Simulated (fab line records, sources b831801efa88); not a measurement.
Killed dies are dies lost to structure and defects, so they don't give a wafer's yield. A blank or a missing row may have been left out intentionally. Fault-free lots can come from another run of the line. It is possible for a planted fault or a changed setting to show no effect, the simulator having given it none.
A single fault, viewed from 2 desks + flow gf180mcu + every desk sees just its own numbers, and what lay behind them comes last

## AT THE TOOL OWNER'S DESK: rie metal-04
The tool's own readings at GF_M3_METAL_ETCH_16 (etches the open film in Cl2/BCl3, stops on SiO2, target depth 750.8 nm, time 125.1 s): means of the sampled wafers that have a number, for each lot that ran on this tool. Any lot whose mean is over 4 standard deviations away from the usual mean is out of limits and marked OUT; that distance is given in the brackets.
Columns: A = drypump motor current A at GF_M3_METAL_ETCH_16, usual 5.6 A; B = he backside leak sccm at GF_M3_METAL_ETCH_16, usual 3.4 sccm; C = oes product au at GF_M3_METAL_ETCH_16, usual 0.992 a.u.; D = run length s at GF_M3_METAL_ETCH_16, usual 153.3 s; E = throttle valve pct at GF_M3_METAL_ETCH_16, usual 28.228 %
| lot  | first seen here | A   | B   | C                | D               | E      |
|------|-----------------|-----|-----|------------------|-----------------|--------|
| L632 | day 22 11:22    | 5.8 | 3.3 | 0.991            | 153.4           | 28.225 |
| L636 | day 23 20:13    | 5.9 | 3.4 | 0.968 (-4.3) OUT | 159.4 (+20) OUT | 28.258 |
This desk's finding: out of limits on L636; first on L636, day 23 20:13 (oes product au at GF_M3_METAL_ETCH_16). In limits: L632.

## THE METROLOGY DESK
Lot by lot, what the gauges showed, no matter which tool ran the lot: averages of those sampled wafers that carry a number. Any lot whose mean is over 4 standard deviations away from the usual mean is out of limits and marked OUT; that distance is given in the brackets.
Columns: A = M3_ALCU_RS at GF_M3_RS_MEAS_05, usual 0.0694 ohm/sq; B = M3_ALCU_THK at GF_M3_THK_MEAS_06, usual 453 nm; C = cd nm at GF_M3_CD_MEAS_14, usual 280.2 nm; D = M3_OVL at GF_M3_OVL_MEAS_15, usual 3 nm
| lot  | first seen here | A      | B   | C     | D  |
|------|-----------------|--------|-----|-------|----|
| L631 | day 21 02:24    | 0.0688 | 458 | 279.6 | 1  |
| L632 | day 21 11:54    | 0.0692 | 455 | 281.8 | 17 |
| L636 | day 22 21:10    | 0.0691 | 456 | 279.7 | 8  |
| L642 | day 25 03:11    | 0.0689 | 453 | 279.1 | -5 |
| L651 | day 27 16:40    | 0.0687 | 457 | 280.2 | 7  |
Finding of this desk: none of the 5 lots has anything out of limits.

## ALL TOGETHER
An alarm could have come from the tool owner's desk at day 23 20:13, on L636.
The metrology desk saw nothing out of limits.
The metrology desk holds a record of L636, inside its limits.
On rie metal-04, each named lot ran GF_M3_METAL_ETCH_16.

## WHAT HAD BEEN PUT IN BY THE SIMULATOR
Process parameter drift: rie metal-04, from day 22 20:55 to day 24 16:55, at GF_M3_METAL_ETCH_16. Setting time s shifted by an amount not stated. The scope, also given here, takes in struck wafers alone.
Struck lots among those shown: L636.
Each desk's first reading out of limits, in hours after the fault started: the tool owner's desk, 23.
